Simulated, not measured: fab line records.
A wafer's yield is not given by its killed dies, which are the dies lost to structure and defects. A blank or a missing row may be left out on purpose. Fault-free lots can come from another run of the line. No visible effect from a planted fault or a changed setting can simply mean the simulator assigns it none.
fab line records :: flow sky130
record
  lots=14
  wafers=42
  last-day=50
route steps=708 shown PASSIVATION@691
lots untouched by any fault: they come from a run of this same line in which no faults occurred
start-h: hours from the record's opening day to when the first of the lot's shown wafers began :: wait-h: time in hours since the lot's previous step :: " as in the row above :: L1.1+2: a single row standing in for several wafers :: - no value, or no start was given :: * or withheld: withheld :: < > ~ a bound
route shown NAME@n: names a module that has steps shown in the file, with the first one's number in the route :: usual: mean and standard deviation over wafers with no fault :: same: alike in all rows :: chamber/n: place in a boat :: sites: readings site by site :: _std_site: standard deviation of those values :: _edge_site: inner sites' mean taken away from outer sites' mean :: radius-mm: how far each site lies from the wafer's centre :: mask NAME#n: copy n :: behind: the tool/chamber that last shaped the wafer :: hold: reason for holding the lot/hours on hold/outcome of the hold :: device: the n, p or np transistor that did not switch :: end of line: at the end of the route, the tests of the same wafers :: for a step that has no rows: nothing shown but its recipe :: killed: not the wafer's yield, but the dies lost to structure and defects at the first sort :: map: a wafer's dies, marking killed ones x, the rest . and places with no die _
set.NAME: the setting the step ran with; set.NAME@STEP: the setting that earlier step ran with :: model.NAME: the simulator's own value behind a step, which no gauge read
the route's steps for a sample of lots (tables are steps, rows are wafers)
services: a tool's chamber out of use, with start hour (start-h, from the record's first day; less than 0 if before it), hours out, and reason
## steps
# step SKY_PASSIVATION_DEVELOP_10
# recipe
  develop-time-s=60
  dev-temp-c=23
# usual
  chill-plate-temp-C=22.97/0.099
  develop-time-s=60/0
lot.wafer: L817.1
tool: litho-track-04
chamber: 0
start-h: 1054
wait-h: -
chill-plate-temp-C: 23.02
develop-time-s: 60

lot.wafer: L817.3
tool: litho-track-04
chamber: 0
start-h: 1054
wait-h: -
chill-plate-temp-C: 22.96
develop-time-s: 60

lot.wafer: L817.4
tool: litho-track-04
chamber: 0
start-h: 1054
wait-h: -
chill-plate-temp-C: 22.93
develop-time-s: 60

lot.wafer: L822.1
tool: litho-track-02
chamber: 0
start-h: 1091
wait-h: -
chill-plate-temp-C: 23.02
develop-time-s: 60

lot.wafer: L822.2
tool: litho-track-02
chamber: 0
start-h: 1091
wait-h: -
chill-plate-temp-C: 23.01
develop-time-s: 60

lot.wafer: L822.5
tool: litho-track-02
chamber: 0
start-h: 1091
wait-h: -
chill-plate-temp-C: 23.15
develop-time-s: 60

lot.wafer: L823.2
tool: litho-track-02
chamber: 0
start-h: 1094
wait-h: -
chill-plate-temp-C: 22.87
develop-time-s: 60

lot.wafer: L823.4
tool: litho-track-02
chamber: 0
start-h: 1094
wait-h: -
chill-plate-temp-C: 22.89
develop-time-s: 60

lot.wafer: L823.5
tool: litho-track-02
chamber: 0
start-h: 1094
wait-h: -
chill-plate-temp-C: 22.95
develop-time-s: 60

lot.wafer: L825.3
tool: litho-track-02
chamber: 0
start-h: 1106
wait-h: -
chill-plate-temp-C: 22.92
develop-time-s: 60

lot.wafer: L825.5
tool: litho-track-02
chamber: 0
start-h: 1106
wait-h: -
chill-plate-temp-C: 23.00
develop-time-s: 60

lot.wafer: L825.6
tool: litho-track-02
chamber: 0
start-h: 1106
wait-h: -
chill-plate-temp-C: 23.12
develop-time-s: 60

lot.wafer: L826.1
tool: litho-track-04
chamber: -
start-h: 1113
wait-h: -
chill-plate-temp-C: -
develop-time-s: -

lot.wafer: L826.2
tool: litho-track-04
chamber: -
start-h: 1113
wait-h: -
chill-plate-temp-C: -
develop-time-s: -

lot.wafer: L826.5
tool: litho-track-04
chamber: -
start-h: 1114
wait-h: -
chill-plate-temp-C: -
develop-time-s: -

lot.wafer: L827.1
tool: litho-track-01
chamber: -
start-h: 1123
wait-h: -
chill-plate-temp-C: -
develop-time-s: -

lot.wafer: L827.3
tool: litho-track-01
chamber: -
start-h: 1123
wait-h: -
chill-plate-temp-C: -
develop-time-s: -

lot.wafer: L827.6
tool: litho-track-01
chamber: -
start-h: 1123
wait-h: -
chill-plate-temp-C: -
develop-time-s: -

lot.wafer: L828.2
tool: litho-track-01
chamber: 0
start-h: 1129
wait-h: -
chill-plate-temp-C: 23.08
develop-time-s: 60

lot.wafer: L828.3
tool: litho-track-01
chamber: 0
start-h: 1129
wait-h: -
chill-plate-temp-C: 23.07
develop-time-s: 60

lot.wafer: L828.5
tool: litho-track-01
chamber: 0
start-h: 1129
wait-h: -
chill-plate-temp-C: 23.07
develop-time-s: 60

lot.wafer: L830.2
tool: litho-track-01
chamber: 0
start-h: 1135
wait-h: -
chill-plate-temp-C: 22.89
develop-time-s: 60

lot.wafer: L830.3
tool: litho-track-01
chamber: 0
start-h: 1135
wait-h: -
chill-plate-temp-C: 22.92
develop-time-s: 60

lot.wafer: L830.4
tool: litho-track-01
chamber: 0
start-h: 1135
wait-h: -
chill-plate-temp-C: 23.10
develop-time-s: 60

lot.wafer: L833.1
tool: litho-track-02
chamber: 0
start-h: 1149
wait-h: -
chill-plate-temp-C: 23.16
develop-time-s: 60

lot.wafer: L833.3
tool: litho-track-02
chamber: 0
start-h: 1149
wait-h: -
chill-plate-temp-C: 23.00
develop-time-s: 60

lot.wafer: L833.6
tool: litho-track-02
chamber: 0
start-h: 1149
wait-h: -
chill-plate-temp-C: 23.03
develop-time-s: 60

lot.wafer: L834.1
tool: litho-track-01
chamber: 0
start-h: 1150
wait-h: -
chill-plate-temp-C: 22.97
develop-time-s: 60

lot.wafer: L834.2
tool: litho-track-01
chamber: 0
start-h: 1150
wait-h: -
chill-plate-temp-C: 22.84
develop-time-s: 60

lot.wafer: L834.4
tool: litho-track-01
chamber: 0
start-h: 1150
wait-h: -
chill-plate-temp-C: 22.88
develop-time-s: 60

lot.wafer: L836.3
tool: litho-track-04
chamber: 0
start-h: 1167
wait-h: -
chill-plate-temp-C: 23.05
develop-time-s: 60

lot.wafer: L836.5
tool: litho-track-04
chamber: 0
start-h: 1167
wait-h: -
chill-plate-temp-C: 23.01
develop-time-s: 60

lot.wafer: L836.6
tool: litho-track-04
chamber: 0
start-h: 1167
wait-h: -
chill-plate-temp-C: 23.08
develop-time-s: 60

lot.wafer: L837.1
tool: litho-track-04
chamber: 0
start-h: 1176
wait-h: -
chill-plate-temp-C: 22.95
develop-time-s: 60

lot.wafer: L837.3
tool: litho-track-04
chamber: 0
start-h: 1176
wait-h: -
chill-plate-temp-C: 22.84
develop-time-s: 60

lot.wafer: L837.6
tool: litho-track-04
chamber: 0
start-h: 1176
wait-h: -
chill-plate-temp-C: 23.11
develop-time-s: 60

lot.wafer: L838.1
tool: litho-track-04
chamber: 0
start-h: 1181
wait-h: -
chill-plate-temp-C: 23.09
develop-time-s: 60

lot.wafer: L838.2
tool: litho-track-04
chamber: 0
start-h: 1181
wait-h: -
chill-plate-temp-C: 22.95
develop-time-s: 60

lot.wafer: L838.4
tool: litho-track-04
chamber: 0
start-h: 1181
wait-h: -
chill-plate-temp-C: 22.95
develop-time-s: 60

lot.wafer: L839.1
tool: litho-track-04
chamber: 0
start-h: 1188
wait-h: -
chill-plate-temp-C: 23.02
develop-time-s: 60

lot.wafer: L839.2
tool: litho-track-04
chamber: 0
start-h: 1188
wait-h: -
chill-plate-temp-C: 23.05
develop-time-s: 60

lot.wafer: L839.4
tool: litho-track-04
chamber: 0
start-h: 1188
wait-h: -
chill-plate-temp-C: 23.17
develop-time-s: 60
## services
tool: litho-track-04
chamber: -
start-h: 1072.73
hours: -
kind: consumable-replace:filter
## key
first-sign
  step=SKY_PASSIVATION_DEVELOP_10
  reading=tool-record
  direction=missing
effect none on later readings
met-at SKY_PASSIVATION_DEVELOP_10
struck-lots L826,L827
later-rows-left-out L826.1,L826.2,L826.5,L827.1,L827.3,L827.6
sort-left-out L826.1,L826.2,L826.5,L827.1,L827.3,L827.6
onset-between 1054 1113
fault
  kind=skipped-step-whole
  tool=litho-track-01,litho-track-04
  chamber=-
  onset-h=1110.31
  steps=SKY_PASSIVATION_DEVELOP_10
  scope=struck-lots-only
# sort-left-out: the simulated sort isn't trusted on such a fault, so these wafers' sort isn't shown, and their yield isn't known
# later-rows-left-out: the simulator's readings of these wafers behind a module that went badly wrong aren't trusted and aren't shown, but for the sort
